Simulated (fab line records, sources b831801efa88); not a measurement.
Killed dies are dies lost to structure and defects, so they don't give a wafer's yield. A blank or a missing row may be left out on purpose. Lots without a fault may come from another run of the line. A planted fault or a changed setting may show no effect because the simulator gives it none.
Chamber matching | flow gf180mcu | GF_V5_CVD_02 on pecvd-02: 3 sister chambers
The step deposits SiO2 from TEOS, target thk 1450 nm, time 163.28 s. 3 wafers are shown with their chamber, then 12 later ones without.

WAFERS WITH THEIR CHAMBER
wafer  | chamber | heater_power_w (W)
L087.1 | 0       | 614
L089.4 | 1       | 570
L089.6 | 2       | 471

WAFERS WITHOUT THEIR CHAMBER
wafer  | heater_power_w (W)
L090.1 | 603
L090.2 | 463
L090.3 | 632
L092.1 | 532
L092.5 | 692
L092.6 | 582
L093.1 | 698
L093.3 | 576
L093.5 | 464
L096.2 | 737
L096.4 | 590
L096.5 | 584

WHICH CHAMBER EACH WENT THROUGH
wafer  | from the rows above          | in truth
L090.1 | can't be placed: 0 or 1      | 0
L090.2 | can't be placed: 2 or 1      | 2
L090.3 | can't be placed: 0 or 1      | 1
L092.1 | can't be placed: 1 or 2 or 0 | 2
L092.5 | can't be placed: 0 or 1      | 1
L092.6 | can't be placed: 1 or 0 or 2 | 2
L093.1 | can't be placed: 0 or 1      | 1
L093.3 | can't be placed: 1 or 0 or 2 | 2
L093.5 | can't be placed: 2 or 1      | 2
L096.2 | can't be placed: 0 or 1      | 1
L096.4 | can't be placed: 1 or 0 or 2 | 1
L096.5 | can't be placed: 1 or 0 or 2 | 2
Placed correctly: 0 of 12. Can't be placed from these rows: 12 (the true chamber is among the candidates in 12). Placed wrongly: 0.
How it was worked out, from the rows above alone: a wafer's distance from a chamber is the root of the sum, over the readings, of the square of ((its reading less the chamber's mean) divided by the reading's scatter). The wafer belongs to the nearest chamber; if the next one is less than 2 further off, it can't be placed. A chamber's mean is the mean of its shown wafers. The scatter: with one shown wafer a chamber, the root of the mean of the squares of how far each hidden wafer lies from its nearest shown one.
